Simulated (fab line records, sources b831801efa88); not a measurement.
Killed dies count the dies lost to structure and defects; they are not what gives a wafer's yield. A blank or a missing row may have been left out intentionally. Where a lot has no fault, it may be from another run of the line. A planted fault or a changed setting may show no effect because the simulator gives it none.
fab line records	flow sky130
[record] lots = 24	wafers = 72	last_day = 51
route steps=708 shown LOCAL_INTERCONNECT@388 METAL1@436 VIA1@478 METAL2@486
lots that met no fault: from a run of the same line without faults
start_h: the number of hours between the record's first day and the start of the first shown wafer of the lot	wait_h: hours since the lot's step before	" unchanged from the row above	L1.1+2: a single row standing in for several wafers	- no value, or no start was given	* or withheld: withheld	< > ~ a bound
route shown NAME@n: NAME is a module with steps in the file, n the number in the route of the first one	usual: mean/standard deviation of fault-free wafers	same: alike in all rows	chamber/n: place in a boat	sites: per-site readings	_std_site: standard deviation of those values	_edge_site: the outer-site mean with the inner-site mean subtracted	radius_mm: how far each site lies from the wafer's centre	mask NAME#n: copy n	behind: the most recent tool/chamber to have shaped the wafer	hold: why the lot was held/for how many hours/how that ended	device: names the non-switching transistor (n, p or np)	end of line: tests of these same wafers at the route's end	where a step has no rows: the recipe by itself	killed: dies that structure and defects cost at the first sort, which is not the same as the wafer's yield	map: a wafer's dies, x killed, . not, _ none there
set.NAME: setting as actually run; set.NAME@STEP: the setting as run at that earlier step	model.NAME: the simulator's own value behind a step, which no gauge read
steps of the route over a sample of lots; a table a step, a row a wafer
services: from which hour (start_h, from the record's first day; less than 0 if before it) a tool's chamber was out of use, for how many hours, and why
[[steps]]
[step SKY_LOCAL_INTERCONNECT_RS_MEAS_01]
[recipe] thk_meas_gauge = four-point-probe	reads = TiN_of_LOCAL_INTERCONNECT_SPUTTER_00
[usual] LOCAL_INTERCONNECT_TIN_RS = 14.07/0.16
lot.wafer	tool	chamber	start_h	wait_h	LOCAL_INTERCONNECT_TIN_RS[ohm/sq]
L075.1	film_metro-02	-	705.92	0.0	14.12
L075.2	"	-	"	"	14.28
L075.4	"	-	"	"	14.15
L074.1	film_metro-03	-	706.52	0.0	14.30
L074.3	"	-	"	"	14.30
L074.5	"	-	"	"	14.27
L079.1	film_metro-03	-	706.97	0.0	14.01
L079.3	"	-	"	"	14.05
L079.5	"	-	"	"	14.11
L077.3	film_metro-01	-	707.46	0.1	14.32
L077.5	"	-	"	"	14.17
L077.6	"	-	"	"	13.94
L076.2	film_metro-03	-	707.94	0.1	14.06
L076.5	"	-	"	"	14.20
L076.6	"	-	"	"	14.24
L078.4	film_metro-01	-	708.48	0.1	14.21
L078.5	"	-	"	"	13.96
L078.6	"	-	"	"	13.94
L080.1	film_metro-02	-	708.72	0.0	14.04
L080.4	"	-	"	"	13.99
L080.6	"	-	"	"	14.03
L081.1	film_metro-03	-	713.52	0.0	14.05
L081.3	"	-	"	"	14.17
L081.6	"	-	"	"	13.99
L082.2	film_metro-03	-	741.39	0.1	13.99
L082.3	"	-	"	"	14.30
L082.4	"	-	"	"	14.15
L083.1	film_metro-02	-	743.46	0.0	13.97
L083.4	"	-	"	"	14.08
L083.6	"	-	"	"	13.96
L084.4	film_metro-01	-	752.28	0.1	13.99
L084.5	"	-	"	"	14.02
L084.6	"	-	"	"	14.10
L086.1	film_metro-03	-	865.22	0.0	14.23
L086.2	"	-	"	"	14.13
L086.3	"	-	"	"	14.24
L087.2	film_metro-01	-	866.53	0.1	13.96
L087.5	"	-	"	"	14.12
L087.6	"	-	"	"	14.01
L089.1	film_metro-01	-	866.81	0.0	13.88
L089.4	"	-	"	"	14.04
L089.5	"	-	"	"	13.93
L093.1	film_metro-03	-	866.88	0.0	14.43
L093.2	"	-	"	"	14.01
L093.6	"	-	"	"	14.24
L088.3	film_metro-02	-	867.25	0.1	14.32
L088.4	"	-	"	"	14.43
L088.6	"	-	"	"	14.38
L085.2	film_metro-02	-	868.53	0.1	13.97
L085.4	"	-	"	"	14.15
L085.6	"	-	"	"	14.23
L095.1	film_metro-01	-	869.22	0.0	14.00
L095.2	"	-	"	"	14.01
L095.5	"	-	"	"	13.66
L091.4	film_metro-03	-	869.58	0.1	13.99
L091.5	"	-	"	"	13.75
L091.6	"	-	"	"	13.89
L090.1	film_metro-01	-	870.73	0.0	13.97
L090.5	"	-	"	"	14.06
L090.6	"	-	"	"	14.00
L094.2	film_metro-02	-	871.29	0.1	13.91
L094.3	"	-	"	"	14.02
L094.5	"	-	"	"	13.88
L096.2	film_metro-01	-	872.31	0.1	14.17
L096.4	"	-	"	"	14.18
L096.5	"	-	"	"	14.03
L097.1	film_metro-01	-	872.89	0.0	13.96
L097.2	"	-	"	"	13.93
L097.6	"	-	"	"	14.02
L092.3	film_metro-03	-	875.02	0.1	14.01
L092.4	"	-	"	"	14.16
L092.5	"	-	"	"	13.91
[step SKY_LOCAL_INTERCONNECT_ETCH_13]
[recipe] chemistry = N2/H2	target = BARC	ion_energy_ev = 200	bias_w = 100	pressure_mtorr = 30	n2_flow_sccm = 100	h2_flow_sccm = 200	icp_w = 500	stop_on = SiO2	time_s = 45.9	target_depth_a = 600
[usual] drypump_motor_current_A = 5.7/0.59	oes_product_au = 0.855/0.0048	throttle_valve_pct = 13.225/0.0089
[same] time_s = 45.9
lot.wafer	tool	chamber	start_h	wait_h	drypump_motor_current_A	oes_product_au	rf_hours_counter_h	throttle_valve_pct
L075.1	rie_metal-04	1	733.93	0.0	6.2	0.859	14	13.227
L075.2	"	0	"	"	4.6	0.865	14	13.238
L075.4	"	1	"	"	6.2	0.858	-	13.226
L074.1	rie_metal-03	1	735.44	0.0	6.0	0.855	5	13.229
L074.3	"	0	"	"	5.9	0.859	-	13.226
L074.5	"	1	"	"	6.1	0.847	-	13.243
L079.1	rie_metal-04	0	735.78	0.0	4.6	0.846	14	13.229
L079.3	"	0	"	"	4.6	0.858	-	13.232
L079.5	"	1	"	"	6.2	0.862	-	13.214
L077.3	rie_metal-02	0	735.84	0.0	5.7	0.862	-	13.233
L077.5	"	0	"	"	5.7	0.857	-	13.234
L077.6	"	1	"	"	6.3	0.859	-	13.230
L076.2	rie_metal-03	0	735.90	0.0	5.9	0.863	11	13.230
L076.5	"	0	"	"	5.9	0.857	-	13.216
L076.6	"	1	"	"	6.0	0.853	-	13.234
L078.4	rie_metal-04	1	736.16	0.0	6.2	0.856	-	13.218
L078.5	"	0	"	"	4.6	0.854	-	13.239
L078.6	"	1	"	"	6.2	0.850	-	13.228
L080.1	rie_metal-02	0	736.49	0.0	5.7	0.857	1	13.232
L080.4	"	1	"	"	6.2	0.859	-	13.212
L080.6	"	0	"	"	5.7	0.857	-	13.222
L081.1	rie_metal-03	0	740.98	0.0	5.9	0.855	11	13.220
L081.3	"	0	"	"	6.0	0.851	-	13.247
L081.6	"	0	"	"	6.0	0.856	-	13.238
L082.2	rie_metal-04	1	768.94	0.0	6.2	0.857	15	13.239
L082.3	"	1	"	"	6.2	0.853	-	13.230
L082.4	"	0	"	"	4.6	0.863	-	13.235
L083.1	rie_metal-03	1	771.04	0.0	6.0	0.847	6	13.216
L083.4	"	1	"	"	6.0	0.858	-	13.222
L083.6	"	0	"	"	6.0	0.855	-	13.229
L084.4	rie_metal-02	0	778.36	0.0	5.7	0.848	-	13.244
L084.5	"	1	"	"	6.3	0.853	-	13.217
L084.6	"	0	"	"	5.7	0.861	-	13.232
L086.1	rie_metal-03	0	889.74	0.0	5.9	0.865	15	13.227
L086.2	"	1	"	"	6.0	0.860	9	13.236
L086.3	"	1	"	"	6.0	0.854	-	13.229
L087.2	rie_metal-04	0	891.39	0.0	4.6	0.860	19	13.217
L087.5	"	0	"	"	4.6	0.849	-	13.214
L087.6	"	1	"	"	6.2	0.854	-	13.229
L089.1	rie_metal-03	0	891.84	0.0	5.9	0.854	15	13.225
L089.4	"	0	"	"	5.9	0.858	-	13.219
L089.5	"	0	"	"	5.9	0.851	-	13.229
L093.1	rie_metal-04	1	891.94	0.0	6.1	0.854	3	13.222
L093.2	"	0	"	"	4.6	0.862	19	13.222
L093.6	"	1	"	"	6.2	0.856	-	13.228
L088.3	rie_metal-02	1	892.31	0.0	6.2	0.852	-	13.222
L088.4	"	0	"	"	5.7	0.856	-	13.223
L088.6	"	1	"	"	6.2	0.860	-	13.221
L085.2	rie_metal-03	0	892.64	0.0	5.9	0.855	15	13.229
L085.4	"	1	"	"	6.0	0.858	-	13.211
L085.6	"	0	"	"	5.9	0.851	-	13.220
L095.1	rie_metal-04	1	893.59	0.0	6.2	0.849	3	13.209
L095.2	"	0	"	"	4.6	0.848	19	13.236
L095.5	"	0	"	"	4.6	0.849	-	13.227
L091.4	rie_metal-02	1	893.76	0.0	6.2	0.855	-	13.236
L091.5	"	1	"	"	6.3	0.856	-	13.239
L091.6	"	0	"	"	5.7	0.855	-	13.217
L090.1	rie_metal-03	0	895.34	0.0	5.9	0.855	15	13.233
L090.5	"	1	"	"	6.0	0.855	-	13.233
L090.6	"	0	"	"	5.9	0.851	-	13.218
L094.2	rie_metal-04	1	895.69	0.0	6.2	0.855	3	13.234
L094.3	"	1	"	"	6.2	0.854	-	13.223
L094.5	"	1	"	"	6.2	0.858	-	13.221
L096.2	rie_metal-03	0	896.99	0.0	5.9	0.855	15	13.242
L096.4	"	1	"	"	6.1	0.863	-	13.220
L096.5	"	0	"	"	5.9	0.856	-	13.235
L097.1	rie_metal-04	1	897.84	0.0	6.2	0.852	3	13.220
L097.2	"	0	"	"	4.6	0.856	19	13.227
L097.6	"	1	"	"	6.2	0.848	-	13.235
L092.3	rie_metal-04	0	899.11	0.0	4.6	0.858	-	13.213
L092.4	"	1	"	"	6.2	0.841	-	13.216
L092.5	"	1	"	"	6.2	0.858	-	13.233
[step SKY_METAL1_SPUTTER_02]
[recipe] material = AlCu	target_thk_nm = 250	power_w = 10600	time_s = 13.3	chamber_pressure_pa = 0.4
[usual] throttle_valve_pct = 30.0/1
[same] time_s = 13.3
lot.wafer	tool	chamber	start_h	wait_h	throttle_valve_pct
L075.1	pvd_sputter-02	-	764.33	0.0	31.5
L075.2	"	-	"	"	28.7
L075.4	"	-	"	"	30.7
L074.1	pvd_sputter-02	-	765.57	0.0	31.6
L074.3	"	-	"	"	30.0
L074.5	"	-	"	"	31.7
L079.1	pvd_sputter-01	-	765.87	0.0	30.6
L079.3	"	-	"	"	29.6
L079.5	"	-	"	"	29.4
L077.3	pvd_sputter-02	-	766.17	0.0	31.5
L077.5	"	-	"	"	30.0
L077.6	"	-	"	"	29.0
L076.2	pvd_sputter-01	-	766.34	0.0	29.3
L076.5	"	-	"	"	29.6
L076.6	"	-	"	"	30.7
L078.4	pvd_sputter-03	-	766.62	0.0	29.9
L078.5	"	-	"	"	28.8
L078.6	"	-	"	"	30.4
L080.1	pvd_sputter-02	-	766.68	0.0	29.9
L080.4	"	-	"	"	30.6
L080.6	"	-	"	"	31.6
L081.1	pvd_sputter-01	-	770.43	0.0	29.0
L081.3	"	-	"	"	30.8
L081.6	"	-	"	"	31.1
L082.2	pvd_sputter-01	-	797.97	0.0	30.8
L082.3	"	-	"	"	28.9
L082.4	"	-	"	"	30.6
L083.1	pvd_sputter-02	-	799.86	0.0	30.7
L083.4	"	-	"	"	31.6
L083.6	"	-	"	"	29.9
L084.4	pvd_sputter-03	-	806.86	0.0	30.2
L084.5	"	-	"	"	27.5
L084.6	"	-	"	"	30.1
L086.1	pvd_sputter-02	-	917.03	0.0	29.8
L086.2	"	-	"	"	30.8
L086.3	"	-	"	"	31.4
L089.1	pvd_sputter-03	-	919.17	0.0	30.2
L089.4	"	-	"	"	30.8
L089.5	"	-	"	"	27.6
L087.2	pvd_sputter-02	-	919.27	0.0	31.7
L087.5	"	-	"	"	29.8
L087.6	"	-	"	"	30.3
L093.1	pvd_sputter-02	-	920.01	0.0	28.8
L093.2	"	-	"	"	30.5
L093.6	"	-	"	"	30.7
L088.3	pvd_sputter-03	-	920.28	0.0	28.9
L088.4	"	-	"	"	30.3
L088.6	"	-	"	"	29.8
L085.2	pvd_sputter-02	-	920.39	0.0	30.9
L085.4	"	-	"	"	29.7
L085.6	"	-	"	"	29.8
L095.1	pvd_sputter-01	-	920.76	0.0	30.7
L095.2	"	-	"	"	29.7
L095.5	"	-	"	"	29.8
L091.4	pvd_sputter-03	-	921.05	0.0	29.9
L091.5	"	-	"	"	30.8
L091.6	"	-	"	"	28.7
L090.1	pvd_sputter-02	-	923.07	0.0	30.8
L090.5	"	-	"	"	29.8
L090.6	"	-	"	"	30.5
L094.2	pvd_sputter-01	-	923.25	0.0	29.6
L094.3	"	-	"	"	28.8
L094.5	"	-	"	"	31.2
L096.2	pvd_sputter-01	-	924.61	0.0	31.1
L096.4	"	-	"	"	28.9
L096.5	"	-	"	"	29.1
L097.1	pvd_sputter-02	-	924.86	0.0	31.5
L097.2	"	-	"	"	30.1
L097.6	"	-	"	"	29.1
L092.3	pvd_sputter-02	-	926.26	0.0	28.8
L092.4	"	-	"	"	31.9
L092.5	"	-	"	"	29.9
[step SKY_METAL1_THK_MEAS_06]
[recipe] thk_meas_gauge = xrf	reads = AlCu_of_METAL1_SPUTTER_02
[usual] METAL1_ALCU_THK = 251/3
lot.wafer	tool	chamber	start_h	wait_h	METAL1_ALCU_THK[nm]
L075.1	film_metro-03	-	764.54	0.1	250
L075.2	"	-	"	"	254
L075.4	"	-	"	"	248
L074.1	film_metro-04	-	765.79	0.1	254
L074.3	"	-	"	"	253
L074.5	"	-	"	"	252
L079.1	film_metro-04	-	766.09	0.1	248
L079.3	"	-	"	"	245
L079.5	"	-	"	"	246
L077.3	film_metro-03	-	766.41	0.1	254
L077.5	"	-	"	"	246
L077.6	"	-	"	"	249
L076.2	film_metro-04	-	766.56	0.1	248
L076.5	"	-	"	"	249
L076.6	"	-	"	"	250
L078.4	film_metro-01	-	766.86	0.1	252
L078.5	"	-	"	"	254
L078.6	"	-	"	"	255
L080.1	film_metro-03	-	766.89	0.1	249
L080.4	"	-	"	"	247
L080.6	"	-	"	"	251
L081.1	film_metro-01	-	770.64	0.1	251
L081.3	"	-	"	"	250
L081.6	"	-	"	"	252
L082.2	film_metro-03	-	798.20	0.1	253
L082.3	"	-	"	"	249
L082.4	"	-	"	"	249
L083.1	film_metro-01	-	800.07	0.1	251
L083.4	"	-	"	"	251
L083.6	"	-	"	"	252
L084.4	film_metro-01	-	807.11	0.1	251
L084.5	"	-	"	"	256
L084.6	"	-	"	"	251
L086.1	film_metro-01	-	917.24	0.1	255
L086.2	"	-	"	"	258
L086.3	"	-	"	"	253
L089.1	film_metro-03	-	919.39	0.1	247
L089.4	"	-	"	"	250
L089.5	"	-	"	"	253
L087.2	film_metro-01	-	919.49	0.1	250
L087.5	"	-	"	"	248
L087.6	"	-	"	"	257
L093.1	film_metro-04	-	920.22	0.1	249
L093.2	"	-	"	"	252
L093.6	"	-	"	"	252
L088.3	film_metro-03	-	920.52	0.1	243
L088.4	"	-	"	"	244
L088.6	"	-	"	"	244
L085.2	film_metro-01	-	920.61	0.1	247
L085.4	"	-	"	"	247
L085.6	"	-	"	"	246
L095.1	film_metro-03	-	920.97	0.1	250
L095.2	"	-	"	"	245
L095.5	"	-	"	"	247
L091.4	film_metro-01	-	921.30	0.1	247
L091.5	"	-	"	"	253
L091.6	"	-	"	"	248
L090.1	film_metro-01	-	923.29	0.1	255
L090.5	"	-	"	"	252
L090.6	"	-	"	"	252
L094.2	film_metro-03	-	923.48	0.1	247
L094.3	"	-	"	"	252
L094.5	"	-	"	"	249
L096.2	film_metro-01	-	924.83	0.1	250
L096.4	"	-	"	"	250
L096.5	"	-	"	"	250
L097.1	film_metro-01	-	925.07	0.1	251
L097.2	"	-	"	"	250
L097.6	"	-	"	"	250
L092.3	film_metro-01	-	926.49	0.1	252
L092.4	"	-	"	"	254
L092.5	"	-	"	"	248
[step SKY_VIA1_SPUTTER_20]
[recipe] material = TiN	target_thk_nm = 20	chamber_pressure_pa = 5	power_w = 4000	time_s = 80
[usual] throttle_valve_pct = 30.1/0.91
[same] time_s = 80
lot.wafer	tool	chamber	start_h	wait_h	throttle_valve_pct
L075.1	pvd_sputter-01	-	818.62	0.0	30.5
L075.2	"	-	"	"	31.1
L075.4	"	-	"	"	29.0
L079.1	pvd_sputter-01	-	819.67	0.0	30.6
L079.3	"	-	"	"	31.3
L079.5	"	-	"	"	30.6
L074.1	pvd_sputter-04	-	819.92	0.0	29.3
L074.3	"	-	"	"	29.9
L074.5	"	-	"	"	32.0
L077.3	pvd_sputter-01	-	820.02	0.0	29.6
L077.5	"	-	"	"	29.8
L077.6	"	-	"	"	30.8
L078.4	pvd_sputter-01	-	820.97	0.0	30.8
L078.5	"	-	"	"	29.0
L078.6	"	-	"	"	30.9
L076.2	pvd_sputter-02	-	821.17	0.0	30.8
L076.5	"	-	"	"	30.0
L076.6	"	-	"	"	29.0
L080.1	pvd_sputter-01	-	821.82	0.0	29.5
L080.4	"	-	"	"	30.5
L080.6	"	-	"	"	29.0
L081.1	pvd_sputter-04	-	824.47	0.0	29.3
L081.3	"	-	"	"	29.6
L081.6	"	-	"	"	29.3
L082.2	pvd_sputter-01	-	852.27	0.0	29.1
L082.3	"	-	"	"	29.6
L082.4	"	-	"	"	30.8
L083.1	pvd_sputter-01	-	854.32	0.0	30.7
L083.4	"	-	"	"	28.8
L083.6	"	-	"	"	29.7
L084.4	pvd_sputter-04	-	860.47	0.0	29.7
L084.5	"	-	"	"	29.7
L084.6	"	-	"	"	32.1
L086.1	pvd_sputter-01	-	966.56	0.0	29.0
L086.2	"	-	"	"	31.0
L086.3	"	-	"	"	30.3
L089.1	pvd_sputter-04	-	969.37	0.0	30.0
L089.4	"	-	"	"	29.9
L089.5	"	-	"	"	30.0
L087.2	pvd_sputter-02	-	969.62	0.0	30.8
L087.5	"	-	"	"	31.5
L087.6	"	-	"	"	28.8
L093.1	pvd_sputter-01	-	970.83	0.0	30.5
L093.2	"	-	"	"	29.4
L093.6	"	-	"	"	31.0
L088.3	pvd_sputter-02	-	971.16	0.0	30.5
L088.4	"	-	"	"	31.8
L088.6	"	-	"	"	31.0
L085.2	pvd_sputter-04	-	971.53	0.0	31.8
L085.4	"	-	"	"	29.6
L085.6	"	-	"	"	32.1
L095.1	pvd_sputter-02	-	972.45	0.0	30.0
L095.2	"	-	"	"	29.1
L095.5	"	-	"	"	29.6
L091.4	pvd_sputter-04	-	972.62	0.0	31.9
L091.5	"	-	"	"	29.2
L091.6	"	-	"	"	31.9
L090.1	pvd_sputter-01	-	974.33	0.0	28.8
L090.5	"	-	"	"	30.5
L090.6	"	-	"	"	29.8
L094.2	pvd_sputter-02	-	974.44	0.0	29.1
L094.3	"	-	"	"	29.8
L094.5	"	-	"	"	29.6
L096.2	pvd_sputter-01	-	975.47	0.0	30.4
L096.4	"	-	"	"	29.1
L096.5	"	-	"	"	29.5
L097.1	pvd_sputter-02	-	976.10	0.0	29.1
L097.2	"	-	"	"	30.3
L097.6	"	-	"	"	28.9
L092.3	pvd_sputter-01	-	977.14	0.0	29.5
L092.4	"	-	"	"	29.0
L092.5	"	-	"	"	29.0
[step SKY_METAL2_SPUTTER_03]
[recipe] material = Ti	target_thk_nm = 5	power_w = 3000	time_s = 3.3	chamber_pressure_pa = 0.4
[usual] throttle_valve_pct = 29.8/1.2
[same] time_s = 3.3
lot.wafer	tool	chamber	start_h	wait_h	throttle_valve_pct
L075.1	pvd_sputter-03	-	819.33	0.0	28.8
L075.2	"	-	"	"	30.7
L075.4	"	-	"	"	27.4
L079.1	pvd_sputter-02	-	820.38	0.0	29.1
L079.3	"	-	"	"	30.0
L079.5	"	-	"	"	29.0
L074.1	pvd_sputter-03	-	820.62	0.0	30.2
L074.3	"	-	"	"	31.2
L074.5	"	-	"	"	30.0
L077.3	pvd_sputter-04	-	820.73	0.0	32.0
L077.5	"	-	"	"	32.0
L077.6	"	-	"	"	29.3
L078.4	pvd_sputter-03	-	821.68	0.0	27.5
L078.5	"	-	"	"	27.6
L078.6	"	-	"	"	28.7
L076.2	pvd_sputter-04	-	821.87	0.0	29.8
L076.5	"	-	"	"	32.0
L076.6	"	-	"	"	29.6
L080.1	pvd_sputter-02	-	822.52	0.0	29.0
L080.4	"	-	"	"	30.4
L080.6	"	-	"	"	29.2
L081.1	pvd_sputter-02	-	825.18	0.0	29.8
L081.3	"	-	"	"	29.1
L081.6	"	-	"	"	29.9
L082.2	pvd_sputter-03	-	852.97	0.0	30.1
L082.3	"	-	"	"	30.8
L082.4	"	-	"	"	27.5
L083.1	pvd_sputter-03	-	855.03	0.0	30.1
L083.4	"	-	"	"	27.4
L083.6	"	-	"	"	27.5
L084.4	pvd_sputter-02	-	861.18	0.0	31.0
L084.5	"	-	"	"	30.5
L084.6	"	-	"	"	30.0
L086.1	pvd_sputter-03	-	967.26	0.0	27.3
L086.2	"	-	"	"	28.9
L086.3	"	-	"	"	30.0
L089.1	pvd_sputter-03	-	970.07	0.0	30.8
L089.4	"	-	"	"	30.0
L089.5	"	-	"	"	30.6
L087.2	pvd_sputter-04	-	970.32	0.0	29.9
L087.5	"	-	"	"	29.5
L087.6	"	-	"	"	30.3
L093.1	pvd_sputter-03	-	971.53	0.0	30.6
L093.2	"	-	"	"	27.4
L093.6	"	-	"	"	30.8
L088.3	pvd_sputter-02	-	971.87	0.0	31.4
L088.4	"	-	"	"	29.6
L088.6	"	-	"	"	31.3
L085.2	pvd_sputter-04	-	972.24	0.0	29.7
L085.4	"	-	"	"	32.0
L085.6	"	-	"	"	30.3
L095.1	pvd_sputter-03	-	973.15	0.0	27.6
L095.2	"	-	"	"	30.6
L095.5	"	-	"	"	27.5
L091.4	pvd_sputter-04	-	973.54	0.0	32.1
L091.5	"	-	"	"	29.9
L091.6	"	-	"	"	29.7
L090.1	pvd_sputter-03	-	975.04	0.0	30.6
L090.5	"	-	"	"	30.6
L090.6	"	-	"	"	30.1
L094.2	pvd_sputter-02	-	975.15	0.0	28.9
L094.3	"	-	"	"	30.8
L094.5	"	-	"	"	31.5
L096.2	pvd_sputter-03	-	976.18	0.0	30.8
L096.4	"	-	"	"	28.6
L096.5	"	-	"	"	30.0
L097.1	pvd_sputter-04	-	976.80	0.0	32.2
L097.2	"	-	"	"	29.8
L097.6	"	-	"	"	31.9
L092.3	pvd_sputter-03	-	977.85	0.0	28.8
L092.4	"	-	"	"	30.1
L092.5	"	-	"	"	30.1
[[services]]
tool	chamber	start_h	hours	kind
pvd_sputter-03	3	732.60	-	consumable_replace:kit
pvd_sputter-03	3	732.60	18.0	scheduled_down
pvd_sputter-03	3	732.60	18.0	vent_cycle
pvd_sputter-02	-	760.18	3.9	repair
rie_metal-04	1	770.49	-	clean
rie_metal-04	1	770.49	19.8	scheduled_down
rie_metal-04	1	770.49	19.8	vent_cycle
pvd_sputter-03	-	783.19	2.1	repair
rie_metal-03	0	796.63	4.9	repair
rie_metal-02	-	809.11	1.4	pm
pvd_sputter-02	-	817.16	2.9	repair
pvd_sputter-02	2	820.44	-	consumable_replace:kit
pvd_sputter-02	2	820.44	18.0	scheduled_down
pvd_sputter-02	2	820.44	18.0	vent_cycle
rie_metal-02	-	849.62	0.2	repair
pvd_sputter-02	-	854.01	5.1	repair
rie_metal-04	0	902.34	-	clean
rie_metal-04	0	902.34	23.1	scheduled_down
rie_metal-04	0	902.34	23.1	vent_cycle
rie_metal-03	0	914.23	-	clean
rie_metal-03	0	914.23	22.7	scheduled_down
pvd_sputter-03	2	951.53	-	consumable_replace:kit
pvd_sputter-03	2	951.53	18.0	scheduled_down
pvd_sputter-03	2	951.53	18.0	vent_cycle
[[key]]
fault none
